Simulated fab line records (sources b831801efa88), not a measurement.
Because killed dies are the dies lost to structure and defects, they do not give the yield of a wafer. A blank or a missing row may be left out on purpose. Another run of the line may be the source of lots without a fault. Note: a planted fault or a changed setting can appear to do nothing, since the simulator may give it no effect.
Matching of chambers / flow sky130 / SKY_FIELD_ISO_ETCH_17 on rie-si-02: 4 sister chambers
The step etches Si in HBr/Cl2/O2, target depth 342 nm, time 97.7 s. 4 wafers are shown with their chamber, then 8 later ones without.

## WAFERS, EACH WITH ITS CHAMBER
wafer=L226.5; chamber=0; drypump-motor-current-A (A)=5.66
wafer=L230.1; chamber=2; drypump-motor-current-A (A)=5.91
wafer=L230.2; chamber=3; drypump-motor-current-A (A)=5.64
wafer=L235.1; chamber=1; drypump-motor-current-A (A)=5.69

## WAFERS WHOSE CHAMBER IS MISSING
wafer=L235.3; drypump-motor-current-A (A)=5.66
wafer=L235.4; drypump-motor-current-A (A)=5.91
wafer=L241.1; drypump-motor-current-A (A)=5.89
wafer=L241.2; drypump-motor-current-A (A)=5.65
wafer=L241.4; drypump-motor-current-A (A)=5.65
wafer=L246.1; drypump-motor-current-A (A)=5.65
wafer=L246.2; drypump-motor-current-A (A)=5.92
wafer=L246.3; drypump-motor-current-A (A)=5.66

## WHICH CHAMBER EACH ONE RAN IN
wafer=L235.3; from the rows above=0; in truth=0
wafer=L235.4; from the rows above=2; in truth=2
wafer=L241.1; from the rows above=2; in truth=2
wafer=L241.2; from the rows above=can't be placed: 0 or 3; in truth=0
wafer=L241.4; from the rows above=can't be placed: 0 or 3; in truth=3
wafer=L246.1; from the rows above=can't be placed: 0 or 3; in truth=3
wafer=L246.2; from the rows above=2; in truth=2
wafer=L246.3; from the rows above=0; in truth=0
5 of 8 placed correctly. Not placeable from these rows: 3 (in 3, the candidates include the true chamber). Placed wrongly: 0.
How it was worked out, from the rows above alone: a wafer's distance from a chamber is the root of the sum, over the readings, of the square of ((its reading less the chamber's mean) divided by the reading's scatter). The wafer belongs to the nearest chamber; if the next one is less than 2 further off, it can't be placed. The mean given for a chamber averages the wafers shown for that chamber. The scatter (one wafer shown for each chamber): square how far every hidden wafer sits from the nearest shown wafer, average those squares and take the square root.
